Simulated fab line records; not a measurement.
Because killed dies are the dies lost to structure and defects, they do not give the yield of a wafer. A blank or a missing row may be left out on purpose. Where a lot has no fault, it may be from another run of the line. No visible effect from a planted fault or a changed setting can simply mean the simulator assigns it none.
Problem report, 8D (eight disciplines) form, completed by code | flow sky130 | the parts of the form that need people (team, actions taken, sign-off) are left out

## 1. WHAT WENT WRONG
Wafers free of any fault read 1184 nm (standard deviation 9.6) for VIA2_HDPCVD_THK at SKY_VIA2_THK_MEAS_01, against a mean of 1368 nm on 6 wafers of 2 lots. That puts it +19 standard deviations away from the usual mean.
The first sign was on wafer L245.1 at day 37 08:51, on film_metro-03. Wafers with a number at this step in the record: 33, from 11 lots. Rule for "out", or "out of limits": more than 4 standard deviations from the usual mean. The other wafers with a number count as sound.

## 2. WHAT IT IS, WHAT IT ISN'T
question                    | is                           | is not
which readings at this step | VIA2_HDPCVD_THK              | -
which lots                  | L245, L247                   | L240, L254, L257, L258, L259, L260, L261, L262, L263
which wafers of those lots  | all that have a number       | -
read on which gauges        | film_metro-01, film_metro-03 | film_metro-04
when                        | from day 37 08:51            | up to then (3 sound wafers); but 24 sound wafers of L254, L257, L258, L259, L260, L261, L262, L263 came after

## 3. WHAT RULES OUT EACH SUSPECT
Counting: a tool at any process step up to the reading remains a suspect when it ran all the lots that are out and ran no sound lot after the first of those.
- ruled out: the gauge at SKY_VIA2_THK_MEAS_01. 2 gauges (film_metro-01, film_metro-03) read the wafers that are out.
- hdpcvd-01 at SKY_VIA2_HDPCVD_00 (deposits SiO2, target thk 1180 nm, time 196.7 s): ruled out as a lasting fault. Following L245 (day 37 08:40), the first lot on it that is out, the sound lots L260, L261, L263, L262 were run on it.
Left after counting: nothing in the record.

## 4. THE CAUSE (what the simulator had put in)
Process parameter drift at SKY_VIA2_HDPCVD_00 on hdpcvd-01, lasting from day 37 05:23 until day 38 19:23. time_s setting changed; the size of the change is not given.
It was ruled out by counting, in error; the rule expects a fault to strike all lots run on its tool from its start on, and this fault did not.

## 5. THE EFFECT CHAIN, in route order
Each row: a reading where the mean over the struck wafers with a number is more than 3 standard deviations away from the usual. Only readings whose record carries a usual standard deviation are examined. hours: median over the lots of the time between each lot's start at the first step of this table that gives one and its start at this step. sigmas: the change, counted in usual standard deviations.
hours | step                 | reading         | usual   | on struck wafers | change | sigmas
0     | SKY_VIA2_HDPCVD_00   | run_length_s    | 224.8 s | 255.3            | +30.5  | +60
0     | SKY_VIA2_THK_MEAS_01 | VIA2_HDPCVD_THK | 1184 nm | 1368             | +184   | +19
Here are the process steps it includes:
- SKY_VIA2_HDPCVD_00: deposits SiO2, target thk 1180 nm, time 196.7 s.

## 6. HOW IT WOULD HAVE BEEN CAUGHT EARLIER
Counted from the fault's start at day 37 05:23, it took 3 hours until the first out-of-limits reading at a measuring or inspecting step in this record, taken at day 37 08:51.
The tool's own readings at SKY_VIA2_HDPCVD_00 were out on every struck wafer that the step has a row for (run_length_s): an alarm limit on them would have fired on the first of those.
